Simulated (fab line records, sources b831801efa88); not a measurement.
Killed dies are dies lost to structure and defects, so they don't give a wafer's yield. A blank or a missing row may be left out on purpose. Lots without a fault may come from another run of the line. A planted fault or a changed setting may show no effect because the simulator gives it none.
Which tool did it? | flow sky130 | 13 lots, 39 wafers sampled, at 2 steps of a route of 708

WHAT THE GAUGES READ, wafer by wafer
The record holds no reading of a measuring or inspecting step that can be judged against a usual standard deviation.

WHICH TOOL RAN EACH LOT (tool, then ch and the chambers of the sampled wafers, then the start)
lot  | SKY_CAP2M_STRIP_14                   | SKY_PAD_OPEN_PROBE_99
L816 | plasma_asher-04 ch 0,1, day 41 03:08 | -
L817 | plasma_asher-03 ch 0,1, day 41 12:49 | -
L818 | plasma_asher-04 ch 0,1, day 42 01:45 | -
L819 | plasma_asher-03 ch 0,1, day 42 07:27 | -
L821 | plasma_asher-04 ch 0,1, day 42 15:32 | prober-01, day 47 10:32
L822 | plasma_asher-04 ch 0,1, day 43 00:11 | -
L824 | plasma_asher-03 ch 0,1, day 43 11:41 | -
L823 | plasma_asher-03 ch 0,1, day 43 16:15 | -
L825 | plasma_asher-02 ch 0,1, day 43 20:45 | prober-02, day 48 12:10
L826 | plasma_asher-04 ch 1, day 44 04:48   | -
L827 | plasma_asher-03 ch 0,1, day 44 05:11 | prober-02, day 48 20:01
L828 | plasma_asher-03 ch 0,1, day 44 09:16 | prober-01, day 48 22:39
L838 | plasma_asher-04 ch 0,1, day 47 01:50 | -
- SKY_CAP2M_STRIP_14: strips in O2/N2.
- SKY_PAD_OPEN_PROBE_99

WHAT THE TOOLS THEMSELVES READ (means of the sampled wafers that have a number; where no wafer has one, the mark that the record gives instead)
SKY_CAP2M_STRIP_14.
lot  | tool            | drypump_motor_current_A (A) | n2_flow_sccm (sccm) | o2_flow_sccm (sccm) | oes_product_au (a.u.) | strip_time_to_endpoint_s (s)
L816 | plasma_asher-04 | 6.3                         | 300.9               | 3004                | 0.712                 | 12.68
L817 | plasma_asher-03 | 6.4                         | 299.3               | 2999                | 0.711                 | 12.61
L818 | plasma_asher-04 | 6.2                         | 300.5               | 2992                | 0.712                 | 12.62
L819 | plasma_asher-03 | 6.4                         | 299.8               | 3012                | 0.708                 | 12.70
L821 | plasma_asher-04 | 6.3                         | 299.5               | 2998                | 0.711                 | 12.68
L822 | plasma_asher-04 | 6.3                         | 299.5               | 2999                | 0.707                 | 12.68
L824 | plasma_asher-03 | 6.4                         | 299.0               | 3003                | 0.712                 | 12.72
L823 | plasma_asher-03 | 6.1                         | 300.3               | 3009                | 0.713                 | 12.65
L825 | plasma_asher-02 | 5.6                         | 299.4               | 2999                | 0.709                 | 12.70
L826 | plasma_asher-04 | 6.3                         | 299.7               | 2983                | 0.708                 | 12.62
L827 | plasma_asher-03 | 6.0                         | 300.1               | 2997                | 0.711                 | 12.69
L828 | plasma_asher-03 | 6.1                         | 300.2               | 3200                | 0.705                 | 12.63
L838 | plasma_asher-04 | 6.2                         | 299.8               | 2994                | 0.713                 | 12.62

SKY_PAD_OPEN_PROBE_99.
lot  | tool      | defect_limited_yield (%) | killed_at_M0_to_M3 | killed_at_M4_up | killed_at_contacts | killed_at_front_end | killed_at_other | killed_dies | killed_open | killed_short | sort_bin_3_pad_short (%) | sort_bin_5_function (%) | sort_bin_6_memory (%) | sort_bin_8_speed (%) | sort_n_pass | sort_yield_pct (%)
L821 | prober-01 | 81.8                     | 37                 | 4.7             | 29                 | 19                  | 0.7             | 90          | 47          | 41           | 1.3                      | 9.7                     | 7.2                   | 0.00                 | 402         | 81.8
L825 | prober-02 | 82.8                     | 49                 | 2.7             | 18                 | 14                  | 0.3             | 84          | 46          | 38           | 0.5                      | 11.3                    | 5.4                   | 0.00                 | 408         | 82.8
L827 | prober-02 | 83.7                     | 41                 | 3.0             | 29                 | 7                   | 0.0             | 80          | 47          | 32           | 0.8                      | 8.7                     | 6.7                   | 0.00                 | 412         | 83.7
L828 | prober-01 | 77.6                     | 60                 | 5.0             | 22                 | 23                  | 0.0             | 110         | 53          | 57           | 0.6                      | 12.6                    | 9.1                   | 0.00                 | 382         | 77.6

THE ANSWER, worked out from the rows above alone
Rule: what is usual is taken from the lots themselves. Put in order of their means at a reading, lots are off if they are a third of the lots or fewer, leave a main group of 4 or more, and stand apart from it by a gap of 3 or more times the standard deviation of the main group's means; of several such gaps the widest counts. A main group whose means are all the same, to the digits that the tables above print for the reading, isn't used. A lot without any number at a reading at which 4 lots or more have one is off too. The other lots that the step has rows for count as sound. The gauges are gone through in route order, then the tools' own readings, and for those a lot's mean is taken as printed above. The first step at which some lot is off is used, and at that step the reading that is off furthest; a lot without a number counts as furthest.
Off: L828, at SKY_CAP2M_STRIP_14 (o2_flow_sccm). The main group: mean 2999 sccm, standard deviation 7.3.
A tool fits if, at that step or a process step before it, it ran every lot that is off, and no sound lot after the first of them. One fits: plasma_asher-03 at SKY_CAP2M_STRIP_14. Its last sound lot is L827 (day 44 05:11), its first lot that is off L828 (day 44 09:16): a fault that began between those two fits.
The tool's own readings at SKY_CAP2M_STRIP_14 bear it out: on the lots that are off they differ by more than 5 times the standard deviation of the sound lots' means. o2_flow_sccm reads 3200 sccm there against 2999 sccm on the sound lots.

WHAT THE SIMULATOR HAD PUT IN
Process parameter drift: plasma_asher-03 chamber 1, from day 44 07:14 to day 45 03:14, at SKY_CAP2M_STRIP_14. Setting o2_flow_sccm, moved by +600, from 3000. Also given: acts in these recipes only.
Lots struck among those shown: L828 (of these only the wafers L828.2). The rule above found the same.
